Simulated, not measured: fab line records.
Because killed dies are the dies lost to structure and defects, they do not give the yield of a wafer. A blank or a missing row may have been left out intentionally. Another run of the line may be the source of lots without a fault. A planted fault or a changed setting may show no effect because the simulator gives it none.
Which tool is to blame? || flow sky130 || 24 lots, 72 wafers sampled, at 1 step of a route of 708

WHAT THE GAUGES READ, wafer by wafer
SKY_FIELD_ISO_THK_MEAS_23.
{"lot": "L074", "measured": "day 2 07:35", "on": "film_metro-02", "FIELD_ISO_OXIDATION_01_THK (nm)": "10.32 10.27 10.32"}
{"lot": "L075", "measured": "day 2 12:00", "on": "film_metro-03", "FIELD_ISO_OXIDATION_01_THK (nm)": "10.10 10.04 10.15"}
{"lot": "L076", "measured": "day 2 17:14", "on": "film_metro-04", "FIELD_ISO_OXIDATION_01_THK (nm)": "9.79 9.77 9.99"}
{"lot": "L077", "measured": "day 2 22:16", "on": "film_metro-03", "FIELD_ISO_OXIDATION_01_THK (nm)": "10.03 10.08 10.25"}
{"lot": "L078", "measured": "day 3 04:52", "on": "film_metro-04", "FIELD_ISO_OXIDATION_01_THK (nm)": "10.15 10.24 10.00"}
{"lot": "L079", "measured": "day 3 07:38", "on": "film_metro-04", "FIELD_ISO_OXIDATION_01_THK (nm)": "10.14 10.14 10.07"}
{"lot": "L080", "measured": "day 3 12:59", "on": "film_metro-02", "FIELD_ISO_OXIDATION_01_THK (nm)": "10.07 10.36 10.17"}
{"lot": "L081", "measured": "day 3 20:25", "on": "film_metro-03", "FIELD_ISO_OXIDATION_01_THK (nm)": "10.16 10.30 10.24"}
{"lot": "L082", "measured": "day 4 02:28", "on": "film_metro-02", "FIELD_ISO_OXIDATION_01_THK (nm)": "9.95 10.21 10.00"}
{"lot": "L083", "measured": "day 4 05:51", "on": "film_metro-03", "FIELD_ISO_OXIDATION_01_THK (nm)": "9.83 9.98 9.88"}
{"lot": "L084", "measured": "day 4 10:29", "on": "film_metro-02", "FIELD_ISO_OXIDATION_01_THK (nm)": "10.02 9.92 10.03"}
{"lot": "L085", "measured": "day 4 18:15", "on": "film_metro-04", "FIELD_ISO_OXIDATION_01_THK (nm)": "10.23 10.27 10.08"}
{"lot": "L086", "measured": "day 4 23:22", "on": "film_metro-04", "FIELD_ISO_OXIDATION_01_THK (nm)": "10.19 10.32 10.47"}
{"lot": "L087", "measured": "day 5 03:08", "on": "film_metro-04", "FIELD_ISO_OXIDATION_01_THK (nm)": "10.18 10.05 9.97"}
{"lot": "L088", "measured": "day 5 07:34", "on": "film_metro-04", "FIELD_ISO_OXIDATION_01_THK (nm)": "9.99 10.08 10.01"}
{"lot": "L089", "measured": "day 5 13:49", "on": "film_metro-02", "FIELD_ISO_OXIDATION_01_THK (nm)": "9.86 9.79 9.84"}
{"lot": "L091", "measured": "day 6 02:59", "on": "film_metro-03", "FIELD_ISO_OXIDATION_01_THK (nm)": "10.08 9.87 10.09"}
{"lot": "L090", "measured": "day 6 03:00", "on": "film_metro-04", "FIELD_ISO_OXIDATION_01_THK (nm)": "10.24 10.03 10.04"}
{"lot": "L092", "measured": "day 6 05:43", "on": "film_metro-02", "FIELD_ISO_OXIDATION_01_THK (nm)": "10.03 10.01 9.87"}
{"lot": "L093", "measured": "day 6 11:23", "on": "film_metro-03", "FIELD_ISO_OXIDATION_01_THK (nm)": "9.68 9.80 9.77"}
{"lot": "L094", "measured": "day 6 15:39", "on": "film_metro-04", "FIELD_ISO_OXIDATION_01_THK (nm)": "9.92 10.21 10.23"}
{"lot": "L095", "measured": "day 7 01:04", "on": "film_metro-04", "FIELD_ISO_OXIDATION_01_THK (nm)": "10.19 10.24 10.20"}
{"lot": "L096", "measured": "day 7 01:04", "on": "film_metro-02", "FIELD_ISO_OXIDATION_01_THK (nm)": "10.11 10.23 10.04"}
{"lot": "L097", "measured": "day 7 12:40", "on": "film_metro-03", "FIELD_ISO_OXIDATION_01_THK (nm)": "9.93 9.96 10.00"}

EACH LOT AND THE TOOL THAT RAN IT (in order: tool; ch and the chambers of the sampled wafers; start)
Before these readings, the record contains no process step.

WHAT THE TOOLS THEMSELVES READ (means of the sampled wafers that have a number; where no wafer has one, the mark that the record gives instead)
The record holds no such reading with a usual standard deviation.

THE ANSWER, worked out from the rows above alone
Rule: what is usual is taken from the lots themselves. The widest of any qualifying gaps counts: lots, ordered by their means at a reading, are off when they make up no more than a third of the lots, leave a main group of 4 or more, and stand apart from it by 3 or more times the standard deviation of that group's means. A main group is skipped when, at the precision printed for the reading in the tables above, its means are all equal. A lot without any number at a reading at which 4 lots or more have one is off too. All remaining lots with rows at the step are treated as sound. First the gauges in route order, then the tools' own readings, where a lot's mean is used as printed above. At the first step where some lot is off, the reading lying furthest off is the one used; lots without a number count as furthest.
No lot is off on any of the readings shown, so nothing can be concluded from this.

WHAT HAD BEEN PUT IN BY THE SIMULATOR
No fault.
